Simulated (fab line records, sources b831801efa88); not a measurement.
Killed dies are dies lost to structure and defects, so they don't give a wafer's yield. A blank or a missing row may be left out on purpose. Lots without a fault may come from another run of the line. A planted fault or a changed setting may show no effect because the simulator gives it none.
One fault seen from 2 desks | flow sky130 | each desk has only its own numbers; what lay behind them comes last

THE METROLOGY DESK
What the gauges read, lot by lot, whatever tool the lot ran on: means of the sampled wafers that have a number. A lot is out of limits, marked OUT, if its mean lies more than 4 standard deviations from the usual mean; the brackets give that distance.
Columns: A = LI_CONTACT_HDPCVD_THK at SKY_LI_CONTACT_THK_MEAS_01, usual 931 nm; B = LOCAL_INTERCONNECT_TIN_RS at SKY_LOCAL_INTERCONNECT_RS_MEAS_01, usual 14.08 ohm/sq; C = LOCAL_INTERCONNECT_TIN_THK at SKY_LOCAL_INTERCONNECT_THK_MEAS_02, usual 99.1 nm
lot  | first seen here | A   | B     | C
L840 | day 28 03:43    | 927 | 14.08 | 99.4
L843 | day 29 18:23    | 935 | 13.90 | 100.1
L845 | day 30 04:45    | 923 | 14.16 | 99.5
L846 | day 30 05:29    | 924 | 14.07 | 98.9
L847 | day 30 13:40    | 946 | 14.30 | 97.4
L850 | day 31 13:43    | 929 | 13.90 | 100.3
L851 | day 31 19:03    | 920 | 14.12 | 98.9
L853 | day 32 13:59    | 928 | 14.07 | 99.0
L854 | day 32 17:07    | 922 | 13.97 | 100.5
L859 | day 34 13:25    | 933 | 13.48 | 103.7
This desk's finding: nothing out of limits on any of the 10 lots.

THE TOOL OWNER'S DESK: pvd_sputter-04
The tool's own readings at SKY_LOCAL_INTERCONNECT_SPUTTER_00 (material TiN, target thk 100 nm, time 83.3 s): means of the sampled wafers that have a number, for each lot that ran on this tool. A lot is out of limits, marked OUT, if its mean lies more than 4 standard deviations from the usual mean; the brackets give that distance.
Columns: A = substrate_temp_c at SKY_LOCAL_INTERCONNECT_SPUTTER_00, usual 299.99 C; B = throttle_valve_pct at SKY_LOCAL_INTERCONNECT_SPUTTER_00, usual 30.5 %
lot  | first seen here | A      | B
L840 | day 29 09:41    | 299.96 | 29.9
L843 | day 30 23:55    | 299.98 | 30.8
L853 | day 33 17:48    | 299.89 | 30.6
L854 | day 33 22:20    | 300.11 | 30.3
L859 | day 35 16:39    | 299.98 | 30.2
This desk's finding: nothing out of limits on any of the 5 lots.

PUT TOGETHER
The metrology desk saw nothing out of limits.
The tool owner's desk saw nothing out of limits.

WHAT THE SIMULATOR HAD PUT IN
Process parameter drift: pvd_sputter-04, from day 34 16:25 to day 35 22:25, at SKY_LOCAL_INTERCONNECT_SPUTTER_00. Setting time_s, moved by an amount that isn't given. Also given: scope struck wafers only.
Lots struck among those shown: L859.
